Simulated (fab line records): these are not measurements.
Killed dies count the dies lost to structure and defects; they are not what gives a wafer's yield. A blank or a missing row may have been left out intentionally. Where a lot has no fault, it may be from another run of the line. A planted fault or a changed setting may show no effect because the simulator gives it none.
fab line records | flow gf180mcu | part 2 of 2: steps 24 to 32 of 32
record lots=5 | wafers=15 | last_day=34
route steps=602 shown V1@341 M2@362
lots untouched by any fault: they come from a run of this same line in which no faults occurred
start_h: start of the lot's first displayed wafer, in hours after the record's first day | wait_h: hours since the lot's step before | " unchanged from the row above | L1.1+2: a row that stands for several wafers | - no value present, or no start provided | * or withheld: withheld | < > ~ a bound
route shown NAME@n: names a module that has steps shown in the file, with the first one's number in the route | usual: average and standard deviation across the fault-free wafers | same: alike in all rows | chamber/n: place in a boat | sites: readings site by site | _std_site: their standard deviation | _edge_site: the outer-site mean with the inner-site mean subtracted | radius_mm: for every site, how far away it sits from the centre of the wafer | mask NAME#n: copy n | behind: the tool/chamber that last shaped the wafer | hold: why the lot went on hold/how many hours it stayed there/how the hold came to an end | device: transistor that didn't switch, given as n, p or np | end of line: tests run on the same wafers once the route is complete | where a step has no rows: the recipe by itself | killed: dies that structure and defects cost at the first sort, which is not the same as the wafer's yield | map: per-die view of a wafer (x killed, . not killed, _ where there is no die)
set.NAME: the setting as run; set.NAME@STEP: as run at that earlier step | model.NAME: the simulator's own value behind a step, which no gauge read
certain route steps with their lots: each step a table, each wafer a row
services: a tool's chamber out of use, with start hour (start_h, from the record's first day; less than 0 if before it), hours out, and reason
## steps
# step GF_M2_SPUTTER_02
# recipe material=AlCu | target_thk_nm=450 | power_w=10600 | time_s=23.9 | chamber_pressure_pa=0.4
# usual cathode_dc_power_W=10600/1.8 | throttle_valve_pct=30.2/0.99
lot.wafer | tool           | chamber | start_h | wait_h | cathode_dc_power_W | throttle_valve_pct
L077.1    | pvd_sputter-03 | -       | 444.35  | 0.0    | 10598              | 30.7
L077.2    | "              | -       | "       | "      | 10600              | 31.5
L077.4    | "              | -       | "       | "      | 10599              | 29.0
L085.1    | pvd_sputter-03 | -       | 515.52  | 0.0    | 10599              | 30.7
L085.2    | "              | -       | "       | "      | 10603              | 28.6
L085.6    | "              | -       | "       | "      | 10601              | 31.6
L086.2    | pvd_sputter-03 | -       | 525.78  | 0.0    | 10601              | 28.7
L086.4    | "              | -       | "       | "      | 10601              | 30.8
L086.5    | "              | -       | "       | "      | 10599              | 28.3
L092.1    | pvd_sputter-02 | -       | 573.41  | 0.0    | 10598              | 30.0
L092.3    | "              | -       | "       | "      | 10602              | 30.2
L092.5    | "              | -       | "       | "      | 10601              | 29.0
L096.1    | pvd_sputter-02 | -       | 602.64  | 0.0    | 10601              | 30.1
L096.5    | "              | -       | "       | "      | 10601              | 29.4
L096.6    | "              | -       | "       | "      | 10601              | 31.2
# step GF_M2_SPUTTER_03
# recipe material=Ti | target_thk_nm=10 | substrate_temp_c=300 | chamber_pressure_pa=0.3 | power_w=3000 | time_s=6.7
# usual cathode_dc_power_W=3000.0/0.57 | throttle_valve_pct=30.2/0.99
lot.wafer | tool           | chamber | start_h | wait_h | cathode_dc_power_W | throttle_valve_pct
L077.1    | pvd_sputter-03 | -       | 444.38  | 0.0    | 3000.1             | 30.7
L077.2    | "              | -       | "       | "      | 2999.9             | 31.8
L077.4    | "              | -       | "       | "      | 2999.7             | 28.7
L085.1    | pvd_sputter-03 | -       | 515.55  | 0.0    | 2999.1             | 30.6
L085.2    | "              | -       | "       | "      | 2999.7             | 29.0
L085.6    | "              | -       | "       | "      | 3000.2             | 31.7
L086.2    | pvd_sputter-03 | -       | 525.81  | 0.0    | 3000.0             | 29.0
L086.4    | "              | -       | "       | "      | 3001.0             | 30.5
L086.5    | "              | -       | "       | "      | 2999.5             | 28.1
L092.1    | pvd_sputter-02 | -       | 573.44  | 0.0    | 3000.8             | 29.9
L092.3    | "              | -       | "       | "      | 3000.2             | 30.1
L092.5    | "              | -       | "       | "      | 3000.3             | 29.2
L096.1    | pvd_sputter-02 | -       | 602.67  | 0.0    | 2999.3             | 30.2
L096.5    | "              | -       | "       | "      | 3000.1             | 29.0
L096.6    | "              | -       | "       | "      | 3000.0             | 31.4
# step GF_M2_SPUTTER_04
# recipe material=TiN | target_thk_nm=50 | power_w=6500 | time_s=41.7 | chamber_pressure_pa=0.4
# usual cathode_dc_power_W=6500.0/1.3 | throttle_valve_pct=30.2/0.99
lot.wafer | tool           | chamber | start_h | wait_h | cathode_dc_power_W | throttle_valve_pct
L077.1    | pvd_sputter-03 | -       | 444.40  | 0.0    | 6501.3             | 30.5
L077.2    | "              | -       | "       | "      | 6498.6             | 31.6
L077.4    | "              | -       | "       | "      | 6497.9             | 28.9
L085.1    | pvd_sputter-03 | -       | 515.57  | 0.0    | 6501.0             | 30.8
L085.2    | "              | -       | "       | "      | 6501.3             | 28.8
L085.6    | "              | -       | "       | "      | 6499.7             | 31.7
L086.2    | pvd_sputter-03 | -       | 525.83  | 0.0    | 6501.4             | 28.8
L086.4    | "              | -       | "       | "      | 6497.9             | 30.8
L086.5    | "              | -       | "       | "      | 6498.1             | 28.3
L092.1    | pvd_sputter-02 | -       | 573.46  | 0.0    | 6498.7             | 30.2
L092.3    | "              | -       | "       | "      | 6500.0             | 30.1
L092.5    | "              | -       | "       | "      | 6499.5             | 29.3
L096.1    | pvd_sputter-02 | -       | 602.69  | 0.0    | 6499.4             | 30.2
L096.5    | "              | -       | "       | "      | 6497.9             | 28.9
L096.6    | "              | -       | "       | "      | 6498.1             | 31.2
# step GF_M2_RS_MEAS_05
# recipe thk_meas_gauge=four-point-probe | reads=TiN_of_M2_SPUTTER_04+Ti_of_M2_SPUTTER_03+AlCu_of_M2_SPUTTER_02+TiN_of_M2_SPUTTER_01+Ti_of_M2_SPUTTER_00
# usual M2_ALCU_RS=0.0691/0.00074
lot.wafer | tool          | chamber | start_h | wait_h | M2_ALCU_RS[ohm/sq]
L077.1    | film_metro-04 | -       | 444.45  | 0.0    | 0.0687
L077.2    | "             | -       | "       | "      | 0.0689
L077.4    | "             | -       | "       | "      | 0.0697
L085.1    | film_metro-04 | -       | 515.61  | 0.0    | 0.0703
L085.2    | "             | -       | "       | "      | 0.0709
L085.6    | "             | -       | "       | "      | 0.0699
L086.2    | film_metro-02 | -       | 525.89  | 0.0    | 0.0690
L086.4    | "             | -       | "       | "      | 0.0682
L086.5    | "             | -       | "       | "      | 0.0687
L092.1    | film_metro-03 | -       | 573.50  | 0.0    | 0.0685
L092.3    | "             | -       | "       | "      | 0.0679
L092.5    | "             | -       | "       | "      | 0.0693
L096.1    | film_metro-04 | -       | 602.73  | 0.0    | 0.0687
L096.5    | "             | -       | "       | "      | 0.0685
L096.6    | "             | -       | "       | "      | 0.0683
# step GF_M2_THK_MEAS_06
# recipe thk_meas_gauge=xrf | reads=AlCu_of_M2_SPUTTER_02
# usual M2_ALCU_THK=443/4.9
lot.wafer | tool          | chamber | start_h | wait_h | M2_ALCU_THK[nm]
L077.1    | film_metro-04 | -       | 444.57  | 0.1    | 446
L077.2    | "             | -       | "       | "      | 446
L077.4    | "             | -       | "       | "      | 440
L085.1    | film_metro-04 | -       | 515.73  | 0.1    | 436
L085.2    | "             | -       | "       | "      | 435
L085.6    | "             | -       | "       | "      | 439
L086.2    | film_metro-02 | -       | 526.00  | 0.1    | 442
L086.4    | "             | -       | "       | "      | 445
L086.5    | "             | -       | "       | "      | 443
L092.1    | film_metro-03 | -       | 573.62  | 0.1    | 448
L092.3    | "             | -       | "       | "      | 450
L092.5    | "             | -       | "       | "      | 443
L096.1    | film_metro-04 | -       | 602.85  | 0.1    | 449
L096.5    | "             | -       | "       | "      | 448
L096.6    | "             | -       | "       | "      | 445
# step GF_M2_DEHYDRATE_07
# recipe temp_c=200 | time_s=60
# usual exhaust_pa=44.9/0.95 | heater_power_total_W=160.39/0.13
lot.wafer | tool           | chamber | start_h | wait_h | exhaust_pa | heater_power_total_W
L077.1    | litho_track-01 | 0       | 456.13  | 11.6   | 44.7       | 160.56
L077.2    | "              | 0       | "       | "      | 45.0       | 160.26
L077.4    | "              | 0       | "       | "      | 44.4       | 160.29
L085.1    | litho_track-03 | 0       | 526.76  | 11.0   | 43.5       | 160.54
L085.2    | "              | 0       | "       | "      | 44.0       | 160.21
L085.6    | "              | 0       | "       | "      | 44.4       | 160.42
L086.2    | litho_track-01 | 0       | 536.96  | 10.9   | 42.7       | 160.41
L086.4    | "              | 0       | "       | "      | 43.1       | 160.54
L086.5    | "              | 0       | "       | "      | 45.1       | 160.27
L092.1    | litho_track-04 | 0       | 583.79  | 10.2   | 44.5       | 160.53
L092.3    | "              | 0       | "       | "      | 45.6       | 160.27
L092.5    | "              | 0       | "       | "      | 45.6       | 160.51
L096.1    | litho_track-01 | 0       | 612.28  | 9.4    | 45.7       | 160.47
L096.5    | "              | 0       | "       | "      | 46.8       | 160.34
L096.6    | "              | 0       | "       | "      | 46.0       | 160.47
# step GF_M2_HMDS_08
# recipe prime_time_s=60 | prime_temp_c=120
# usual exhaust_pa=45.0/0.99
lot.wafer | tool           | chamber | start_h | wait_h | exhaust_pa
L077.1    | litho_track-01 | 0       | 456.28  | 0.1    | 43.5
L077.2    | "              | 0       | "       | "      | 44.5
L077.4    | "              | 0       | "       | "      | 46.2
L085.1    | litho_track-03 | 0       | 526.91  | 0.1    | 45.3
L085.2    | "              | 0       | "       | "      | 45.9
L085.6    | "              | 0       | "       | "      | 44.1
L086.2    | litho_track-01 | 0       | 537.11  | 0.1    | 47.0
L086.4    | "              | 0       | "       | "      | 45.7
L086.5    | "              | 0       | "       | "      | 46.7
L092.1    | litho_track-04 | 0       | 583.94  | 0.1    | 44.4
L092.3    | "              | 0       | "       | "      | 44.0
L092.5    | "              | 0       | "       | "      | 44.9
L096.1    | litho_track-01 | 0       | 612.43  | 0.1    | 46.7
L096.5    | "              | 0       | "       | "      | 44.6
L096.6    | "              | 0       | "       | "      | 43.8
# step GF_M2_COAT_09
# recipe resist=KrF | spin_rpm=withheld | resist_thk_nm=1000
# usual dispense_pressure_kPa=52/4.7 | exhaust_pa=44.9/0.99
lot.wafer | tool           | chamber | start_h | wait_h | dispense_pressure_kPa | exhaust_pa
L077.1    | litho_track-01 | 0       | 456.43  | 0.1    | 47                    | 45.3
L077.2    | "              | 0       | "       | "      | 47                    | 43.4
L077.4    | "              | 0       | "       | "      | 47                    | 42.6
L085.1    | litho_track-03 | 0       | 527.06  | 0.1    | 51                    | 44.2
L085.2    | "              | 0       | "       | "      | 51                    | 45.6
L085.6    | "              | 0       | "       | "      | 51                    | 45.0
L086.2    | litho_track-01 | 0       | 537.26  | 0.1    | 47                    | 44.8
L086.4    | "              | 0       | "       | "      | 47                    | 45.0
L086.5    | "              | 0       | "       | "      | 47                    | 44.5
L092.1    | litho_track-04 | 0       | 584.09  | 0.1    | 59                    | 44.4
L092.3    | "              | 0       | "       | "      | 59                    | 44.0
L092.5    | "              | 0       | "       | "      | 59                    | 43.9
L096.1    | litho_track-01 | 0       | 612.58  | 0.1    | 47                    | 44.3
L096.5    | "              | 0       | "       | "      | 47                    | 44.5
L096.6    | "              | 0       | "       | "      | 47                    | 44.9
# step GF_M2_SOFTBAKE_10
# recipe temp_c=130 | time_s=60 | resist=KrF
# usual exhaust_pa=45.1/0.88 | heater_power_total_W=93.05/0.055
lot.wafer | tool           | chamber | start_h | wait_h | exhaust_pa | heater_power_total_W
L077.1    | litho_track-01 | 0       | 456.58  | 0.1    | 43.9       | 93.12
L077.2    | "              | 0       | "       | "      | 45.3       | 93.13
L077.4    | "              | 0       | "       | "      | 45.3       | 93.12
L085.1    | litho_track-03 | 0       | 527.21  | 0.1    | 45.6       | 93.04
L085.2    | "              | 0       | "       | "      | 45.4       | 93.02
L085.6    | "              | 0       | "       | "      | 44.6       | 93.14
L086.2    | litho_track-01 | 0       | 537.41  | 0.1    | 44.9       | 92.99
L086.4    | "              | 0       | "       | "      | 43.6       | 93.03
L086.5    | "              | 0       | "       | "      | 44.0       | 93.06
L092.1    | litho_track-04 | 0       | 584.24  | 0.1    | 45.9       | 93.08
L092.3    | "              | 0       | "       | "      | 47.4       | 92.99
L092.5    | "              | 0       | "       | "      | 45.3       | 93.11
L096.1    | litho_track-01 | 0       | 612.73  | 0.1    | 45.5       | 93.08
L096.5    | "              | 0       | "       | "      | 45.6       | 93.06
L096.6    | "              | 0       | "       | "      | 45.8       | 93.01
## services
tool            | chamber | start_h | hours | kind
krf_scanner-02  | -       | 406.89  | 0.4   | repair
krf_scanner-02  | -       | 415.48  | 1.3   | pm
krf_scanner-02  | -       | 416.78  | 1.0   | pm
rie_diel-04     | 0       | 421.24  | 19.3  | repair
cvd_w-02        | 1       | 422.29  | 38.5  | repair
krf_scanner-01  | -       | 449.51  | 2.4   | repair
plasma_asher-02 | -       | 456.12  | 2.5   | repair
wet_bench-02    | -       | 474.55  | 4.4   | pm
plasma_asher-02 | -       | 478.82  | 2.8   | pm
krf_scanner-01  | -       | 489.53  | 12.0  | repair
krf_scanner-01  | -       | 501.57  | 0.8   | pm
pvd_sputter-03  | -       | 510.18  | 4.8   | repair
pvd_sputter-03  | -       | 510.98  | 2.2   | repair
rie_diel-03     | 1       | 513.53  | 6.3   | repair
cmp-02          | -       | 523.76  | 1.1   | repair
krf_scanner-01  | -       | 524.95  | 1.3   | pm
rie_diel-04     | 1       | 525.92  | 2.5   | repair
cmp-02          | -       | 526.91  | 6.9   | pm
rie_diel-04     | 1       | 531.04  | 4.5   | repair
krf_scanner-01  | -       | 539.53  | 1.0   | pm
krf_scanner-01  | -       | 559.67  | 4.4   | pm
wet_bench-02    | -       | 577.15  | 2.7   | repair
cmp-02          | -       | 578.03  | 0.3   | repair
pvd_sputter-03  | -       | 596.07  | 11.2  | repair
